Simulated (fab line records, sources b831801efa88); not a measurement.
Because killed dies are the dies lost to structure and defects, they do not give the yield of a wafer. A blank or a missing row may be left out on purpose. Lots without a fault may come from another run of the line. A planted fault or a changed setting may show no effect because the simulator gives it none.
fab line records | flow gf180mcu
record lots=5 wafers=15 lastDay=33
route steps=602 shown V2@390 M3@409 V3@429
lots that met no fault: from a run of the same line without faults
startH: the number of hours between the record's first day and the start of the first shown wafer of the lot | waitH: how many hours have passed since the lot's step before this one | " same as the row above | L1.1+2: one row covering several wafers at once | - value missing, or start not given | * or withheld: withheld | < > ~ a bound
route shown NAME@n: NAME is a module with steps in the file, n the number in the route of the first one | usual: mean/standard deviation of fault-free wafers | same: alike in all rows | chamber/n: place in a boat | sites: the reading at each site | _std_site: the values' standard deviation | _edge_site: the outer-site mean with the inner-site mean subtracted | radiusMm: how far each site lies from the wafer's centre | mask NAME#n: copy n | behind: the last tool/chamber to shape the wafer | hold: why the lot went on hold/how many hours it stayed there/how the hold came to an end | device: transistor that didn't switch, given as n, p or np | end of line: tests run on the same wafers once the route is complete | a step with no rows: only its recipe | killed: count of dies lost to structure and defects at first sort (not the wafer's yield) | map: the dies of a wafer, with x for killed, . for not killed, _ for no die there
set.NAME: the setting that was run; set.NAME@STEP: the one run at that earlier step | model.NAME: the simulator's own value behind a step, which no gauge read
lots seen at some steps along the route; tables by step, rows by wafer
services: when a tool's chamber went out of use (startH, in hours from the record's first day, below 0 if earlier), for how many hours, and the reason
## steps
# step GF_V2_COAT_08
# recipe resist=BARC tempC=withheld timeS=withheld spinRpm=withheld resistThkNm=withheld
# columns lot.wafer tool chamber startH waitH
L076.1+2+6 lithoTrack-03 0 474.80 0.1
L088.2+4+6 lithoTrack-04 0 572.07 0.1
L089.1+5+6 lithoTrack-04 0 582.55 0.1
L092.1+5+6 lithoTrack-04 0 599.10 0.1
L094.1+4+5 lithoTrack-03 0 613.25 0.1
# step GF_V2_COAT_09
# recipe resist=KrF spinRpm=withheld resistThkNm=1000
# columns lot.wafer tool chamber startH waitH
L076.1+2+6 lithoTrack-03 0 - -
L088.2+4+6 lithoTrack-04 0 - -
L089.1+5+6 lithoTrack-04 0 - -
L092.1+5+6 lithoTrack-04 0 - -
L094.1+4+5 lithoTrack-03 0 - -
# step GF_V2_SOFTBAKE_10
# recipe tempC=130 timeS=60 resist=KrF
# columns lot.wafer tool chamber startH waitH
L076.1+2+6 lithoTrack-03 0 - -
L088.2+4+6 lithoTrack-04 0 - -
L089.1+5+6 lithoTrack-04 0 - -
L092.1+5+6 lithoTrack-04 0 - -
L094.1+4+5 lithoTrack-03 0 - -
# step GF_V2_EXPOSE_11
# recipe maskId=Via2 targetCdNm=260 na=0.68 sourceShape=conventional sigmaOuter=0.6 doseMj=38
# usual reticleTempC=23.00/0.11
# columns lot.wafer tool chamber startH waitH mask reticleTempC
L076.1 krfScanner-02 0 - - Via2#0 23.01
L076.2 " 0 " " Via2#0 22.90
L076.6 " 0 " " Via2#0 23.07
L088.2 krfScanner-01 0 - - Via2#0 22.96
L088.4 " 0 " " Via2#0 23.00
L088.6 " 0 " " Via2#0 22.89
L089.1 krfScanner-01 0 - - Via2#0 22.97
L089.5 " 0 " " Via2#0 22.81
L089.6 " 0 " " Via2#0 22.99
L092.1 krfScanner-02 0 - - Via2#0 23.13
L092.5 " 0 " " Via2#0 23.08
L092.6 " 0 " " Via2#0 23.01
L094.1 krfScanner-02 0 - - Via2#0 22.92
L094.4 " 0 " " Via2#0 23.12
L094.5 " 0 " " Via2#0 22.80
# step GF_V2_PEB_12
# recipe pebTempC=135 pebTimeS=90 resist=KrF
# columns lot.wafer tool chamber startH waitH
L076.1+2+6 lithoTrack-04 0 - -
L088.2+4+6 lithoTrack-03 0 - -
L089.1+5+6 lithoTrack-04 0 - -
L092.1+5+6 lithoTrack-01 0 - -
L094.1+4+5 lithoTrack-03 0 - -
# step GF_V2_DEVELOP_13
# recipe developTimeS=60 resist=KrF devTempC=21
# columns lot.wafer tool chamber startH waitH
L076.1+2+6 lithoTrack-04 0 487.15 0.2
L088.2+4+6 lithoTrack-03 0 582.67 0.2
L089.1+5+6 lithoTrack-04 0 593.40 0.2
L092.1+5+6 lithoTrack-01 0 609.83 0.2
L094.1+4+5 lithoTrack-03 0 623.60 0.2
# step GF_V2_CD_MEAS_14
# recipe targetCdNm=260
# usual cdNm=259.8/1.2
# columns lot.wafer tool chamber startH waitH cdNm
L076.1 cdSem-02 - 487.30 0.1 259.2
L076.2 " - " " 257.9
L076.6 " - " " 258.9
L088.2 cdSem-01 - 582.92 0.2 260.7
L088.4 " - " " 260.3
L088.6 " - " " 260.6
L089.1 cdSem-02 - 593.55 0.1 260.7
L089.5 " - " " 260.7
L089.6 " - " " 260.8
L092.1 cdSem-01 - 609.98 0.1 260.0
L092.5 " - " " 259.9
L092.6 " - " " 259.4
L094.1 cdSem-02 - 623.75 0.1 256.6
L094.4 " - " " 257.7
L094.5 " - " " 257.8
# step GF_V2_OVL_MEAS_15
# usual V2_OVL=0/4.9
# columns lot.wafer tool chamber startH waitH V2_OVL[nm]
L076.1 overlay-01 - 487.42 0.1 8
L076.2 " - " " 6
L076.6 " - " " -3
L088.2 overlay-02 - 583.03 0.1 9
L088.4 " - " " 5
L088.6 " - " " 6
L089.1 overlay-01 - 593.67 0.1 2
L089.5 " - " " 4
L089.6 " - " " 11
L092.1 overlay-01 - 610.10 0.1 1
L092.5 " - " " 4
L092.6 " - " " -3
L094.1 overlay-02 - 623.87 0.1 6
L094.4 " - " " 2
L094.5 " - " " -3
# step GF_V2_ETCH_16
# recipe chemistry=N2/H2 targetDepthA=withheld overetchA=withheld timeS=withheld target=BARC ionEnergyEv=200 sourceW=500 biasW=100 pressureMtorr=30 n2FlowSccm=100 h2FlowSccm=200
# usual drypumpMotorCurrentA=6.0/0.38 oesProductAu=0.855/0.0046 throttleValvePct=13.223/0.0093
# columns lot.wafer tool chamber startH waitH drypumpMotorCurrentA oesProductAu throttleValvePct
L076.1 rieDiel-04 2 487.45 0.0 5.6 0.859 13.222
L076.2 " 0 " " 5.3 0.860 13.233
L076.6 " 1 " " 5.7 0.863 13.220
L088.2 rieDiel-03 1 583.06 0.0 6.0 0.851 13.215
L088.4 " 0 " " 5.7 0.855 13.218
L088.6 " 2 " " 5.9 0.847 13.211
L089.1 rieDiel-04 2 593.71 0.0 5.6 0.858 13.231
L089.5 " 0 " " 5.3 0.855 13.239
L089.6 " 1 " " 5.7 0.848 13.228
L092.1 rieDiel-04 0 610.14 0.0 5.3 0.865 13.222
L092.5 " 3 " " 6.7 0.856 13.236
L092.6 " 2 " " 5.6 0.860 13.235
L094.1 rieDiel-03 3 623.90 0.0 6.4 0.850 13.207
L094.4 " 1 " " 6.0 0.853 13.219
L094.5 " 1 " " 6.0 0.855 13.232
# step GF_V2_ETCH_17
# recipe chemistry=C4F8/O2/Ar maskMaterial=KrF target=SiO2 stopOn=TiN sourceW=1500 biasW=1200 pressureMtorr=40 c4f8FlowSccm=withheld O2_flow_sccm=6 Ar_flow_sccm=300 timeS=withheld targetDepthA=6300
# usual oesProductAu=0.855/0.0044
# columns lot.wafer tool chamber startH waitH oesProductAu
L076.1 rieDiel-04 2 - - 0.857
L076.2 " 0 " " 0.860
L076.6 " 1 " " 0.851
L088.2 rieDiel-03 1 - - 0.854
L088.4 " 0 " " 0.853
L088.6 " 2 " " 0.850
L089.1 rieDiel-04 2 - - 0.862
L089.5 " 0 " " 0.856
L089.6 " 1 " " 0.862
L092.1 rieDiel-04 0 - - 0.855
L092.5 " 3 " " 0.853
L092.6 " 2 " " 0.853
L094.1 rieDiel-03 3 - - 0.860
L094.4 " 1 " " 0.851
L094.5 " 1 " " 0.857
# step GF_V2_STRIP_18
# recipe chemistry=O2/N2 powerW=1400 pressureMtorr=1500 platenTempC=250 o2FlowSccm=3000 n2FlowSccm=300 overashFraction=0.5
# usual drypumpMotorCurrentA=5.6/0.59 heaterPowerW=338/32 oesProductAu=0.593/0.0047
# columns lot.wafer tool chamber startH waitH drypumpMotorCurrentA heaterPowerW oesProductAu rfHoursCounterH
L076.1 plasmaAsher-04 0 487.58 - 6.3 335 0.593 35
L076.2 " 1 " " 5.0 372 0.587 35
L076.6 " 0 " " 6.3 329 0.592 -
L088.2 plasmaAsher-04 0 583.19 - 6.3 330 0.582 44
L088.4 " 0 " " 6.2 328 0.587 -
L088.6 " 1 " " 5.0 376 0.596 -
L089.1 plasmaAsher-02 1 593.84 - 4.9 309 0.594 17
L089.5 " 1 " " 5.0 319 0.593 -
L089.6 " 0 " " 6.3 301 0.593 -
L092.1 plasmaAsher-04 0 610.27 - 6.3 333 0.588 47
L092.5 " 0 " " 6.3 336 0.590 -
L092.6 " 1 " " 5.0 367 0.592 -
L094.1 plasmaAsher-01 0 624.03 - 5.3 313 0.580 90
L094.4 " 0 " " 5.3 315 0.589 -
L094.5 " 0 " " 5.3 318 0.587 -
# step GF_V2_STRIP_19
# recipe chemistry=postEtchResidueRemover timeS=1200 tempC=72.5
# columns lot.wafer tool chamber startH waitH
L076.1+2+6 wetBench-02 0 487.68 0.1
L088.2+4+6 wetBench-02 3 583.29 0.1
L089.1+5+6 wetBench-02 2 593.94 0.1
L092.1+5+6 wetBench-03 0 610.37 0.1
L094.1+4+5 wetBench-03 1 624.13 0.1
# step GF_V2_CLEAN_20
# recipe chemistry=DIW dry=n2Spin
# columns lot.wafer tool chamber startH waitH
L076.1+2+6 wetBench-03 0 488.02 0.0
L088.2+4+6 wetBench-03 1 583.63 0.0
L089.1+5+6 wetBench-03 3 594.28 0.0
L092.1+5+6 wetBench-02 3 610.77 0.0
L094.1+4+5 wetBench-02 0 624.47 0.0
# step GF_V2_SPUTTER_21
# recipe material=Ti targetThkNm=15 chamberPressurePa=5 powerW=2500 substrateTempC=200 timeS=80.02
# usual throttleValvePct=29.9/1
# columns lot.wafer tool chamber startH waitH throttleValvePct
L076.1 pvdSputter-04 - 488.12 0.0 28.5
L076.2 " - " " 29.7
L076.6 " - " " 28.3
L088.2 pvdSputter-02 - 583.73 0.0 29.6
L088.4 " - " " 29.7
L088.6 " - " " 29.8
L089.1 pvdSputter-01 - 594.38 0.0 28.7
L089.5 " - " " 28.6
L089.6 " - " " 31.1
L092.1 pvdSputter-01 - 610.87 0.0 28.7
L092.5 " - " " 29.0
L092.6 " - " " 28.9
L094.1 pvdSputter-02 - 624.56 0.0 31.2
L094.4 " - " " 29.6
L094.5 " - " " 29.6
# step GF_V2_SPUTTER_22
# recipe material=TiN targetThkNm=10 chamberPressurePa=5 powerW=4000 timeS=40
# usual throttleValvePct=29.9/1
# columns lot.wafer tool chamber startH waitH throttleValvePct
L076.1 pvdSputter-04 - 488.18 0.0 28.3
L076.2 " - " " 29.9
L076.6 " - " " 28.2
L088.2 pvdSputter-02 - 583.79 0.0 29.4
L088.4 " - " " 29.9
L088.6 " - " " 29.5
L089.1 pvdSputter-01 - 594.44 0.0 28.9
L089.5 " - " " 29.0
L089.6 " - " " 31.0
L092.1 pvdSputter-01 - 610.93 0.0 28.8
L092.5 " - " " 29.0
L092.6 " - " " 28.8
L094.1 pvdSputter-02 - 624.63 0.0 31.4
L094.4 " - " " 29.5
L094.5 " - " " 30.1
# step GF_V2_CVD_23
# recipe material=W targetThkNm=350 timeS=104.94 tempC=400 pressureTorr=40
# usual heaterPowerW=849/61
# columns lot.wafer tool chamber startH waitH heaterPowerW
L076.1 cvdW-02 0 488.22 0.0 912
L076.2 " 1 " " 845
L076.6 " 1 " " 857
L088.2 cvdW-02 1 583.83 0.0 855
L088.4 " 1 " " 865
L088.6 " 1 " " 863
L089.1 cvdW-02 1 594.48 0.0 865
L089.5 " 0 " " 928
L089.6 " 1 " " 864
L092.1 cvdW-02 0 610.97 0.0 945
L092.5 " 1 " " 856
L092.6 " 0 " " 938
L094.1 cvdW-01 1 624.66 0.0 837
L094.4 " 0 " " 799
L094.5 " 1 " " 837
# step GF_V2_RS_MEAS_24
# recipe thkMeasGauge=four-point-probe reads=W_of_V2_CVD_23+TiN_of_V2_SPUTTER_22+Ti_of_V2_SPUTTER_21
# usual V2_W_RS=0.329/0.0039
# columns lot.wafer tool chamber startH waitH V2_W_RS[ohm/sq]
L076.1 filmMetro-02 - 488.33 0.1 0.335
L076.2 " - " " 0.334
L076.6 " - " " 0.330
L088.2 filmMetro-02 - 583.96 0.1 0.327
L088.4 " - " " 0.329
L088.6 " - " " 0.332
L089.1 filmMetro-01 - 594.59 0.1 0.328
L089.5 " - " " 0.335
L089.6 " - " " 0.328
L092.1 filmMetro-01 - 611.08 0.1 0.332
L092.5 " - " " 0.332
L092.6 " - " " 0.329
L094.1 filmMetro-01 - 624.78 0.1 0.331
L094.4 " - " " 0.331
L094.5 " - " " 0.328
# step GF_V2_THK_MEAS_25
# recipe thkMeasGauge=xrf reads=W_of_V2_CVD_23
# usual V2_W_THK=344/4.7
# columns lot.wafer tool chamber startH waitH V2_W_THK[nm]
L076.1 filmMetro-02 - 488.45 0.1 346
L076.2 " - " " 344
L076.6 " - " " 347
L088.2 filmMetro-02 - 584.07 0.1 350
L088.4 " - " " 347
L088.6 " - " " 344
L089.1 filmMetro-01 - 594.71 0.1 347
L089.5 " - " " 338
L089.6 " - " " 348
L092.1 filmMetro-01 - 611.20 0.1 337
L092.5 " - " " 339
L092.6 " - " " 339
L094.1 filmMetro-01 - 624.90 0.1 341
L094.4 " - " " 343
L094.5 " - " " 346
# step GF_V2_CMP_26
# recipe stopOn=SiO2 downForcePsi=3.5 platenRpm=60 tOverpolishS=15 targetThkNm=0 padVelocityMS=0.94248
# usual motorCurrentA=10.9/1.3 overpolishRunS=15.000/0.0099 timeToEndpointS=85/3.2
# columns lot.wafer tool chamber startH waitH motorCurrentA overpolishRunS timeToEndpointS
L076.1 cmp-01 0 488.61 0.1 10.5 15.003 84
L076.2 " 1 " " 13.5 15.019 78
L076.6 " 3 " " 10.8 14.993 84
L088.2 cmp-01 1 584.22 0.1 13.6 14.988 85
L088.4 " 2 " " 9.1 15.015 86
L088.6 " 3 " " 10.7 15.021 83
L089.1 cmp-02 2 594.92 0.2 11.3 15.007 85
L089.6 " 3 " " 11.7 15.015 85
L089.5 " 0 " " 11.1 15.009 81
L092.1 cmp-01 3 611.31 0.1 10.4 14.988 87
L092.6 " 2 " " 9.8 15.013 86
L092.5 " 3 " " 10.7 14.993 88
L094.4 cmp-01 0 625.01 0.1 10.1 14.998 86
L094.1 " 2 " " 10.4 15.003 90
L094.5 " 3 " " 10.8 15.011 90
# step GF_M3_SPUTTER_00
# recipe material=Ti targetThkNm=37.5 arrivingIonEnergyEv=80 substrateTempC=200 chamberPressurePa=2 powerW=4000 timeS=150
# usual throttleValvePct=29.7/0.9
# columns lot.wafer tool chamber startH waitH throttleValvePct
L076.1 pvdSputter-01 - 488.81 0.1 29.1
L076.2 " - " " 30.8
L076.6 " - " " 28.8
L088.2 pvdSputter-01 - 584.42 0.1 29.0
L088.4 " - " " 28.9
L088.6 " - " " 28.8
L089.1 pvdSputter-01 - 595.07 0.1 28.8
L089.5 " - " " 29.4
L089.6 " - " " 28.8
L092.1 pvdSputter-04 - 611.56 0.2 28.6
L092.5 " - " " 29.7
L092.6 " - " " 29.7
L094.1 pvdSputter-04 - 625.26 0.1 29.4
L094.4 " - " " 31.1
L094.5 " - " " 29.8
# step GF_M3_SPUTTER_01
# recipe material=TiN targetThkNm=30 powerW=6500 timeS=25 chamberPressurePa=0.4
# usual throttleValvePct=29.7/0.91
# columns lot.wafer tool chamber startH waitH throttleValvePct
L076.1 pvdSputter-01 - 488.91 0.1 28.9
L076.2 " - " " 30.9
L076.6 " - " " 28.8
L088.2 pvdSputter-01 - 584.52 0.1 28.8
L088.4 " - " " 28.8
L088.6 " - " " 28.6
L089.1 pvdSputter-01 - 595.17 0.1 29.0
L089.5 " - " " 29.0
L089.6 " - " " 28.9
L092.1 pvdSputter-04 - 611.66 0.1 28.2
L092.5 " - " " 29.6
L092.6 " - " " 29.8
L094.1 pvdSputter-04 - 625.36 0.1 29.4
L094.4 " - " " 31.0
L094.5 " - " " 29.9
# step GF_M3_SPUTTER_02
# recipe material=AlCu targetThkNm=450 powerW=10600 timeS=23.9 chamberPressurePa=0.4
# usual throttleValvePct=29.7/0.9
# columns lot.wafer tool chamber startH waitH throttleValvePct
L076.1 pvdSputter-01 - 488.94 0.0 28.7
L076.2 " - " " 30.9
L076.6 " - " " 28.5
L088.2 pvdSputter-01 - 584.55 0.0 29.1
L088.4 " - " " 29.2
L088.6 " - " " 28.7
L089.1 pvdSputter-01 - 595.20 0.0 29.1
L089.5 " - " " 29.1
L089.6 " - " " 28.9
L092.1 pvdSputter-04 - 611.69 0.0 28.6
L092.5 " - " " 29.4
L092.6 " - " " 29.8
L094.1 pvdSputter-04 - 625.39 0.0 29.8
L094.4 " - " " 31.0
L094.5 " - " " 29.8
# step GF_M3_SPUTTER_03
# recipe material=Ti targetThkNm=10 substrateTempC=300 chamberPressurePa=0.3 powerW=3000 timeS=6.7
# usual throttleValvePct=29.6/0.91
# columns lot.wafer tool chamber startH waitH throttleValvePct
L076.1 pvdSputter-01 - 488.97 0.0 28.5
L076.2 " - " " 31.0
L076.6 " - " " 28.8
L088.2 pvdSputter-01 - 584.58 0.0 29.2
L088.4 " - " " 28.8
L088.6 " - " " 29.0
L089.1 pvdSputter-01 - 595.23 0.0 29.1
L089.5 " - " " 29.1
L089.6 " - " " 28.8
L092.1 pvdSputter-04 - 611.72 0.0 28.2
L092.5 " - " " 29.3
L092.6 " - " " 29.7
L094.1 pvdSputter-04 - 625.42 0.0 29.3
L094.4 " - " " 31.0
L094.5 " - " " 29.9
# step GF_M3_SPUTTER_04
# recipe material=TiN targetThkNm=50 powerW=6500 timeS=41.7 chamberPressurePa=0.4
# usual throttleValvePct=29.7/0.89
# columns lot.wafer tool chamber startH waitH throttleValvePct
L076.1 pvdSputter-01 - 488.99 0.0 28.7
L076.2 " - " " 30.9
L076.6 " - " " 28.7
L088.2 pvdSputter-01 - 584.60 0.0 29.2
L088.4 " - " " 28.7
L088.6 " - " " 28.8
L089.1 pvdSputter-01 - 595.25 0.0 28.9
L089.5 " - " " 29.5
L089.6 " - " " 28.6
L092.1 pvdSputter-04 - 611.74 0.0 28.3
L092.5 " - " " 29.6
L092.6 " - " " 29.8
L094.1 pvdSputter-04 - 625.44 0.0 29.2
L094.4 " - " " 30.9
L094.5 " - " " 29.7
# step GF_M3_RS_MEAS_05
# recipe thkMeasGauge=four-point-probe reads=TiN_of_M3_SPUTTER_04+Ti_of_M3_SPUTTER_03+AlCu_of_M3_SPUTTER_02+TiN_of_M3_SPUTTER_01+Ti_of_M3_SPUTTER_00
# usual M3_ALCU_RS=0.0696/0.0008
# columns lot.wafer tool chamber startH waitH M3_ALCU_RS[ohm/sq]
L076.1 filmMetro-04 - 489.03 0.0 0.0691
L076.2 " - " " 0.0706
L076.6 " - " " 0.0705
L088.2 filmMetro-02 - 584.66 0.0 0.0685
L088.4 " - " " 0.0687
L088.6 " - " " 0.0685
L089.1 filmMetro-02 - 595.29 0.0 0.0683
L089.5 " - " " 0.0680
L089.6 " - " " 0.0697
L092.1 filmMetro-03 - 611.78 0.0 0.0698
L092.5 " - " " 0.0705
L092.6 " - " " 0.0710
L094.1 filmMetro-04 - 625.48 0.0 0.0703
L094.4 " - " " 0.0696
L094.5 " - " " 0.0701
# step GF_M3_THK_MEAS_06
# recipe thkMeasGauge=xrf reads=AlCu_of_M3_SPUTTER_02
# usual M3_ALCU_THK=456/6.2
# columns lot.wafer tool chamber startH waitH M3_ALCU_THK[nm]
L076.1 filmMetro-04 - 489.15 0.1 464
L076.2 " - " " 455
L076.6 " - " " 455
L088.2 filmMetro-02 - 584.77 0.1 463
L088.4 " - " " 466
L088.6 " - " " 466
L089.1 filmMetro-02 - 595.41 0.1 469
L089.5 " - " " 469
L089.6 " - " " 459
L092.1 filmMetro-03 - 611.90 0.1 448
L092.5 " - " " 444
L092.6 " - " " 442
L094.1 filmMetro-04 - 625.60 0.1 454
L094.4 " - " " 456
L094.5 " - " " 452
# step GF_M3_DEHYDRATE_07
# recipe tempC=200 timeS=60
# columns lot.wafer tool chamber startH waitH
L076.1+2+6 lithoTrack-01 0 499.93 10.8
L088.2+4+6 lithoTrack-03 0 594.57 9.8
L089.1+5+6 lithoTrack-02 0 605.18 9.8
L092.1+5+6 lithoTrack-03 0 621.15 9.2
L094.1+4+5 lithoTrack-01 0 634.73 9.1
# step GF_M3_HMDS_08
# recipe primeTimeS=60 primeTempC=120
# columns lot.wafer tool chamber startH waitH
L076.1+2+6 lithoTrack-01 0 500.08 0.1
L088.2+4+6 lithoTrack-03 0 594.72 0.1
L089.1+5+6 lithoTrack-02 0 605.33 0.1
L092.1+5+6 lithoTrack-03 0 621.30 0.1
L094.1+4+5 lithoTrack-01 0 634.88 0.1
# step GF_M3_COAT_09
# recipe resist=KrF spinRpm=withheld resistThkNm=1000
# columns lot.wafer tool chamber startH waitH
L076.1+2+6 lithoTrack-01 0 500.23 0.1
L088.2+4+6 lithoTrack-03 0 594.87 0.1
L089.1+5+6 lithoTrack-02 0 605.48 0.1
L092.1+5+6 lithoTrack-03 0 621.45 0.1
L094.1+4+5 lithoTrack-01 0 635.03 0.1
# step GF_M3_SOFTBAKE_10
# recipe tempC=130 timeS=60 resist=KrF
# columns lot.wafer tool chamber startH waitH
L076.1+2+6 lithoTrack-01 0 500.38 0.1
L088.2+4+6 lithoTrack-03 0 595.02 0.1
L089.1+5+6 lithoTrack-02 0 605.63 0.1
L092.1+5+6 lithoTrack-03 0 621.60 0.1
L094.1+4+5 lithoTrack-01 0 635.18 0.1
# step GF_M3_EXPOSE_11
# recipe maskId=Metal3 targetCdNm=280 na=0.68 sourceShape=conventional sigmaOuter=0.6 doseMj=28
# usual reticleTempC=22.99/0.11
# columns lot.wafer tool chamber startH waitH mask reticleTempC
L076.1 krfScanner-02 0 - - Metal3#0 22.69
L076.2 " 0 " " Metal3#0 22.68
L076.6 " 0 " " Metal3#0 22.80
L088.2 krfScanner-01 0 - - Metal3#0 23.03
L088.4 " 0 " " Metal3#0 22.83
L088.6 " 0 " " Metal3#0 22.77
L089.1 krfScanner-02 0 - - Metal3#0 23.03
L089.5 " 0 " " Metal3#0 23.13
L089.6 " 0 " " Metal3#0 22.96
L092.1 krfScanner-01 0 - - Metal3#0 22.98
L092.5 " 0 " " Metal3#0 23.02
L092.6 " 0 " " Metal3#0 22.90
L094.1 krfScanner-01 0 - - Metal3#0 22.94
L094.4 " 0 " " Metal3#0 22.83
L094.5 " 0 " " Metal3#0 22.87
# step GF_M3_PEB_12
# recipe pebTempC=135 pebTimeS=90 resist=KrF
# columns lot.wafer tool chamber startH waitH
L076.1+2+6 lithoTrack-02 0 - -
L088.2+4+6 lithoTrack-02 0 - -
L089.1+5+6 lithoTrack-02 0 - -
L092.1+5+6 lithoTrack-02 0 - -
L094.1+4+5 lithoTrack-03 0 - -
# step GF_M3_DEVELOP_13
# recipe developTimeS=60 devTempC=21
# columns lot.wafer tool chamber startH waitH
L076.1+2+6 lithoTrack-02 0 512.48 0.2
L088.2+4+6 lithoTrack-02 0 605.06 0.2
L089.1+5+6 lithoTrack-02 0 616.18 0.2
L092.1+5+6 lithoTrack-02 0 631.58 0.2
L094.1+4+5 lithoTrack-03 0 645.30 0.2
# step GF_M3_CD_MEAS_14
# recipe targetCdNm=280
# usual cdNm=279.9/1
# columns lot.wafer tool chamber startH waitH cdNm
L076.1 cdSem-02 - 512.63 0.1 279.0
L076.2 " - " " 279.8
L076.6 " - " " 279.2
L088.2 cdSem-01 - 605.20 0.1 278.8
L088.4 " - " " 279.6
L088.6 " - " " 278.9
L089.1 cdSem-02 - 616.33 0.1 279.0
L089.5 " - " " 278.8
L089.6 " - " " 278.7
L092.1 cdSem-01 - 631.73 0.1 278.8
L092.5 " - " " 278.5
L092.6 " - " " 278.7
L094.1 cdSem-02 - 645.45 0.1 278.8
L094.4 " - " " 279.5
L094.5 " - " " 278.4
# step GF_M3_OVL_MEAS_15
# usual M3_OVL=0/4.8
# columns lot.wafer tool chamber startH waitH M3_OVL[nm]
L076.1 overlay-01 - 512.75 0.1 -2
L076.2 " - " " 0
L076.6 " - " " -6
L088.2 overlay-01 - 605.31 0.1 -8
L088.4 " - " " -5
L088.6 " - " " -1
L089.1 overlay-01 - 616.45 0.1 -2
L089.5 " - " " 4
L089.6 " - " " -1
L092.1 overlay-01 - 631.85 0.1 0
L092.5 " - " " -10
L092.6 " - " " -5
L094.1 overlay-02 - 645.57 0.1 -4
L094.4 " - " " 1
L094.5 " - " " -6
# step GF_M3_METAL_ETCH_16
# recipe chemistry=Cl2/BCl3 maskMaterial=KrF targetDepthNm=750.8 stopOn=SiO2 pressureMtorr=8 icpW=800 biasW=140 Cl2_flow_sccm=80 bcl3FlowSccm=40 timeS=125.1
# usual drypumpMotorCurrentA=5.6/0.46 heBacksideLeakSccm=3.3/0.33 oesProductAu=0.988/0.0077 throttleValvePct=28.232/0.012
# columns lot.wafer tool chamber startH waitH drypumpMotorCurrentA heBacksideLeakSccm oesProductAu rfHoursCounterH throttleValvePct
L076.1 rieMetal-02 1 512.79 0.0 5.0 3.3 0.996 3 28.231
L076.2 " 0 " " 5.8 3.2 0.989 3 28.242
L076.6 " 1 " " 4.9 3.3 1.000 - 28.234
L088.2 rieMetal-03 0 605.34 0.0 5.5 3.1 0.993 11 28.216
L088.4 " 0 " " 5.5 3.1 0.999 - 28.231
L088.6 " 1 " " 5.0 3.7 0.999 - 28.218
L089.1 rieMetal-03 0 616.49 0.0 5.5 3.1 0.991 12 28.230
L089.5 " 0 " " 5.4 3.1 0.991 - 28.217
L089.6 " 0 " " 5.4 3.3 0.989 - 28.215
L092.1 rieMetal-04 0 631.89 0.0 6.2 3.4 0.977 12 28.226
L092.5 " 1 " " 5.8 3.0 0.982 - 28.234
L092.6 " 0 " " 6.2 3.4 0.970 - 28.238
L094.1 rieMetal-04 0 645.60 0.0 6.2 3.3 0.985 13 28.233
L094.4 " 0 " " 6.2 3.3 0.986 - 28.233
L094.5 " 1 " " 5.8 2.9 0.973 - 28.245
# step GF_M3_STRIP_17
# recipe chemistry=O2/N2 powerW=1400 pressureMtorr=1500 platenTempC=250 o2FlowSccm=3000 n2FlowSccm=300 overashFraction=0.5
# usual drypumpMotorCurrentA=5.6/0.42 heaterPowerW=345/30 oesProductAu=0.538/0.0054 stripTimeToEndpointS=7.39/0.069
# columns lot.wafer tool chamber startH waitH drypumpMotorCurrentA heaterPowerW oesProductAu rfHoursCounterH stripTimeToEndpointS
L076.1 plasmaAsher-03 0 512.92 0.1 5.4 368 0.532 88 7.34
L076.2 " 1 " " 5.8 359 0.546 88 7.49
L076.6 " 1 " " 5.8 366 0.537 - 7.35
L088.2 plasmaAsher-03 1 605.47 0.1 5.9 364 0.531 99 7.26
L088.4 " 0 " " 5.4 366 0.533 - 7.30
L088.6 " 0 " " 5.4 357 0.538 - 7.35
L089.1 plasmaAsher-02 1 616.75 0.2 5.0 310 0.537 20 7.28
L089.5 " 1 " " 5.0 313 0.530 - 7.27
L089.6 " 0 " " 6.3 300 0.531 - 7.31
L092.1 plasmaAsher-01 1 632.02 0.1 5.6 389 0.539 91 7.41
L092.5 " 0 " " 5.3 320 0.532 - 7.41
L092.6 " 1 " " 5.6 388 0.541 - 7.45
L094.1 plasmaAsher-01 1 645.73 0.1 5.6 393 0.540 92 7.43
L094.4 " 1 " " 5.6 391 0.548 - 7.45
L094.5 " 1 " " 5.7 395 0.538 - 7.49
# step GF_M3_STRIP_18
# recipe chemistry=postEtchResidueRemover timeS=1200 tempC=72.5
# columns lot.wafer tool chamber startH waitH
L076.1+2+6 wetBench-04 3 513.02 0.1
L088.2+4+6 wetBench-03 1 605.57 0.1
L089.1+5+6 wetBench-03 3 616.85 0.1
L092.1+5+6 wetBench-03 3 632.12 0.1
L094.1+4+5 wetBench-04 0 645.83 0.1
# step GF_M3_CLEAN_19
# recipe chemistry=DIW dry=n2Spin
# columns lot.wafer tool chamber startH waitH
L076.1+2+6 wetBench-01 2 513.39 0.0
L088.2+4+6 wetBench-01 1 605.97 0.0
L089.1+5+6 wetBench-04 3 617.19 0.0
L092.1+5+6 wetBench-01 3 632.46 0.0
L094.1+4+5 wetBench-01 3 646.20 0.0
# step GF_V3_CVD_00
# recipe material=SiO2 targetThkNm=600 sigmaOpenFrac=0.3 tempC=400 timeS=100 sih4FlowSccm=60 pressureMtorr=6
# columns lot.wafer tool chamber startH waitH
L076.1+2+6 hdpcvd-01 0,1,0 513.48 0.0
L088.2+4+6 hdpcvd-02 2,2,0 606.07 0.0
L089.1+5+6 hdpcvd-02 1,2,1 617.28 0.0
L092.1+5+6 hdpcvd-02 2,2,1 632.56 0.0
L094.1+4+5 hdpcvd-02 0,1,0 646.30 0.0
## services
# columns tool chamber startH hours kind
wetBench-03 - 452.08 1.9 pm
rieDiel-03 0 456.12 9.7 repair
cmp-01 - 460.47 3.2 repair
krfScanner-01 - 468.27 0.8 pm
krfScanner-02 - 469.02 1.0 pm
cmp-01 - 471.17 1.8 repair
krfScanner-01 - 471.25 1.3 pm
pvdSputter-01 - 471.88 3.3 repair
wetBench-01 - 478.55 2.0 repair
cvdW-02 - 488.66 28.1 pm
cmp-01 - 489.64 4.3 pm
rieDiel-04 3 491.70 9.1 repair
pvdSputter-01 - 509.47 1.0 repair
rieDiel-04 - 527.56 0.1 repair
rieDiel-04 1 561.58 3.4 repair
krfScanner-01 - 561.77 0.6 repair
krfScanner-02 - 568.62 0.8 pm
rieDiel-04 2 568.87 3.8 repair
wetBench-02 - 574.87 4.0 repair
krfScanner-02 - 580.53 1.3 pm
krfScanner-01 - 585.47 1.0 pm
krfScanner-01 - 615.58 0.8 pm
wetBench-02 - 627.64 3.2 repair
krfScanner-02 - 636.19 1.0 pm
## key
fault none
